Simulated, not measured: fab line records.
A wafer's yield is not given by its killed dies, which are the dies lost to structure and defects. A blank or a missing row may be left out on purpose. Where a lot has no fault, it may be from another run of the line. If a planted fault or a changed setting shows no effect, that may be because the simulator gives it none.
The tool behind it: which one? | flow sfq line | at 1 step of a route of 325, 14 lots with 42 wafers sampled

WHAT THE GAUGES SHOWED, per wafer
No reading from a measuring or inspecting step in the record can be judged against a usual standard deviation.

WHICH TOOL RAN EACH LOT (tool, then ch and the chambers of the sampled wafers, then the start)
lot  | SFQ_TRILAYER_I0_VIA_ETCH_VIA_ETCH_034
L590 | rie diel-02 ch 0,1,3, day 8 11:29
L593 | rie diel-01 ch 2,3, day 9 14:26
L594 | rie diel-03 ch 2,3, day 9 21:38
L595 | rie diel-03 ch 0,2,3, day 10 02:26
L597 | rie diel-02 ch 0,1,3, day 10 16:23
L598 | rie diel-02 ch 1,2, day 10 23:35
L600 | rie diel-02 ch 0,1,3, day 11 23:35
L601 | rie diel-02 ch 0,1,2, day 12 06:51
L602 | rie diel-03 ch 0,3, day 12 13:59
L603 | rie diel-02 ch 2,3, day 12 19:59
L610 | rie diel-03 ch 1,2,3, day 15 07:06
L611 | rie diel-01 ch 1,2,3, day 15 10:42
L612 | rie diel-02 ch 1,2, day 15 23:28
L613 | rie diel-02 ch 1,2, day 16 03:04
- SFQ_TRILAYER_I0_VIA_ETCH_VIA_ETCH_034: etches SiO2 in CHF3, stops on Nb, target depth 260 nm.

AS READ BY THE TOOLS THEMSELVES (means over the sampled wafers that have a number; for cases with no such wafer, the mark the record gives instead)
SFQ_TRILAYER_I0_VIA_ETCH_VIA_ETCH_034.
lot  | tool        | bias w (W) | drypump motor current A (A) | oes product au (a.u.) | rf fwd power W (W)
L590 | rie diel-02 | 79.97      | 5.4                         | 0.853                 | 497.9
L593 | rie diel-01 | 80.10      | 5.8                         | 0.852                 | 499.1
L594 | rie diel-03 | 79.80      | 5.4                         | 0.854                 | 498.0
L595 | rie diel-03 | 80.14      | 5.5                         | 0.853                 | 498.0
L597 | rie diel-02 | 80.05      | 5.4                         | 0.856                 | 498.0
L598 | rie diel-02 | 79.81      | 5.7                         | 0.861                 | 498.6
L600 | rie diel-02 | 80.04      | 5.4                         | 0.855                 | 497.1
L601 | rie diel-02 | 79.90      | 5.8                         | 0.854                 | 417.7
L602 | rie diel-03 | 80.10      | 5.6                         | 0.858                 | 496.8
L603 | rie diel-02 | 79.86      | 5.9                         | 0.856                 | 418.8
L610 | rie diel-03 | 80.02      | 5.5                         | 0.857                 | 499.7
L611 | rie diel-01 | 80.04      | 5.9                         | 0.859                 | 498.9
L612 | rie diel-02 | 80.00      | 6.0                         | 0.852                 | 497.2
L613 | rie diel-02 | 79.74      | 5.7                         | 0.853                 | 497.8

THE ANSWER, worked out from the rows above alone
Rule: what is usual is taken from the lots themselves. Put in order of their means at a reading, lots are off if they are a third of the lots or fewer, leave a main group of 4 or more, and stand apart from it by a gap of 3 or more times the standard deviation of the main group's means; of several such gaps the widest counts. A main group whose means are all the same, to the digits that the tables above print for the reading, isn't used. A lot without any number at a reading at which 4 lots or more have one is off too. The other lots that the step has rows for count as sound. The gauges are gone through in route order, then the tools' own readings, and for those a lot's mean is taken as printed above. At the first step where some lot is off, the reading lying furthest off is the one used; lots without a number count as furthest.
Off: L601, L603, at SFQ_TRILAYER_I0_VIA_ETCH_VIA_ETCH_034 (rf fwd power W). The main group: mean 498.1 W, standard deviation 0.82.
If a tool, at that step or one of the process steps before it, ran each lot that is off and ran no sound lot following the first of them, it fits. No candidate that was tried fits.

WHAT THE SIMULATOR PUT IN
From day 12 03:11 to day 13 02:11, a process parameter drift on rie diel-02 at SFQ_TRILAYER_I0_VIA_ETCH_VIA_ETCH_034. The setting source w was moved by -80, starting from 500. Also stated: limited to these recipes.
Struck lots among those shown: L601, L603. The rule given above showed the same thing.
